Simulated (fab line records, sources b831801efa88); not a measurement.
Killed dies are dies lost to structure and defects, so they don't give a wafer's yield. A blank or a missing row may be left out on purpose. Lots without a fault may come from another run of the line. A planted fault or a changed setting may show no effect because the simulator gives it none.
A struck lot beside a sound one | flow gf180mcu | 15 steps out of a route of 602
Sound: wafers L769.2, L769.4, L769.5. Struck: wafers L762.1, L762.3, L762.6. The cause comes at the end.
At each step with rows: each side's tool, then ch and its chambers, then its first start. Under that, the readings that differ: sound wafers | struck wafers | difference of the means | sigmas: that difference in standard deviations of wafers without a fault.
alike: readings whose means differ by less than 2 such deviations, and words and numbers that are the same on both sides. not compared: withheld readings, readings that some wafer has no value for, bounds like >300 that may hide the same value, and numbers for which the record gives no deviation and whose values overlap.
The two part at a step that has a row with sigmas, a row that says differs or no value, or rows on one side only. Numbers that don't overlap but have no deviation are shown without sigmas and don't part them. A reading that every wafer of one side lacks parts them only if that side has two wafers or more.

GF_V4_CVD_23: deposits W, target thk 350 nm, time 104.9 s.
  sound on cvd_w-01 ch 0,1, day 31 00:07; struck on cvd_w-02 ch 0,1, day 29 04:13
  alike: heater_power_w
GF_V4_RS_MEAS_24: measures by four-point-probe.
  sound on film_metro-04, day 31 00:14; struck on film_metro-01, day 29 04:19
  alike: V4_W_RS
GF_V4_THK_MEAS_25: measures by xrf.
  sound on film_metro-04, day 31 00:21; struck on film_metro-01, day 29 04:26
  alike: V4_W_THK
then, 1 step without rows for these wafers: GF_V4_CMP_26 (polishes, stops on SiO2, t overpolish 15 s, target thk 0 nm).
GF_MIM_SPUTTER_00: material Ti, target thk 37.5 nm, time 150 s.
  sound on pvd_sputter-04, day 31 00:56; struck on pvd_sputter-02, day 29 04:48
  alike: cathode_dc_power_W, chamber_pressure_pa, throttle_valve_pct
then, 1 step without rows for these wafers: GF_MIM_SPUTTER_01 (material TiN, target thk 30 nm, time 25 s).
GF_MIM_SPUTTER_02: material AlCu, target thk 450 nm, time 23.9 s.
  sound on pvd_sputter-04, day 31 01:04; struck on pvd_sputter-02, day 29 04:56
  alike: cathode_dc_power_W, chamber_pressure_pa, throttle_valve_pct
then, 1 step without rows for these wafers: GF_MIM_SPUTTER_03 (material Ti, target thk 10 nm, time 6.7 s).
GF_MIM_SPUTTER_04: material TiN, target thk 50 nm, time 41.7 s.
  sound on pvd_sputter-04, day 31 01:07; struck on pvd_sputter-02, day 29 04:59
  alike: cathode_dc_power_W, chamber_pressure_pa, throttle_valve_pct
GF_MIM_CVD_05: deposits Si3N4, target thk 42 nm, time 29.086 s.
  sound on pecvd-02 ch 0,1,2, day 31 01:09; struck on pecvd-04 ch 1,2, day 29 05:01
  alike: heater_power_w
GF_MIM_THK_MEAS_06:
  sound on film_metro-03, day 31 01:11; struck on film_metro-02, day 29 05:03
  alike: MIM_CVD_05_THK
then, 1 step without rows for these wafers: GF_MIM_SPUTTER_07 (material TiN, target thk 60 nm, time 50 s).
GF_MIM_SPUTTER_08: material AlCu, target thk 200 nm, time 10.6 s.
  sound on pvd_sputter-01, day 31 01:17; struck on pvd_sputter-04, day 29 05:10
  no value came back on the struck wafers for cathode_dc_power_W (W), chamber_pressure_pa (Pa), throttle_valve_pct (%); on the sound wafers cathode_dc_power_W (W) reads 10597 10600 10597
then, 1 step without rows for these wafers: GF_MIM_SPUTTER_09 (material TiN, target thk 35 nm, time 29.2 s).
GF_MIM_RS_MEAS_10: measures by four-point-probe.
  sound on film_metro-04, day 31 01:22; struck on film_metro-03, day 29 05:30
  reading              | sound                | struck               | difference | sigmas
  MIM_ALCU_RS (ohm/sq) | 0.1603 0.1608 0.1612 | 8.9937 9.1352 9.2225 | +8.9564    | +99 or more
  not compared: hold

WHERE THEY PART
First at GF_MIM_SPUTTER_08; last, within this record, at GF_MIM_RS_MEAS_10.

WHY: what the simulator had put in
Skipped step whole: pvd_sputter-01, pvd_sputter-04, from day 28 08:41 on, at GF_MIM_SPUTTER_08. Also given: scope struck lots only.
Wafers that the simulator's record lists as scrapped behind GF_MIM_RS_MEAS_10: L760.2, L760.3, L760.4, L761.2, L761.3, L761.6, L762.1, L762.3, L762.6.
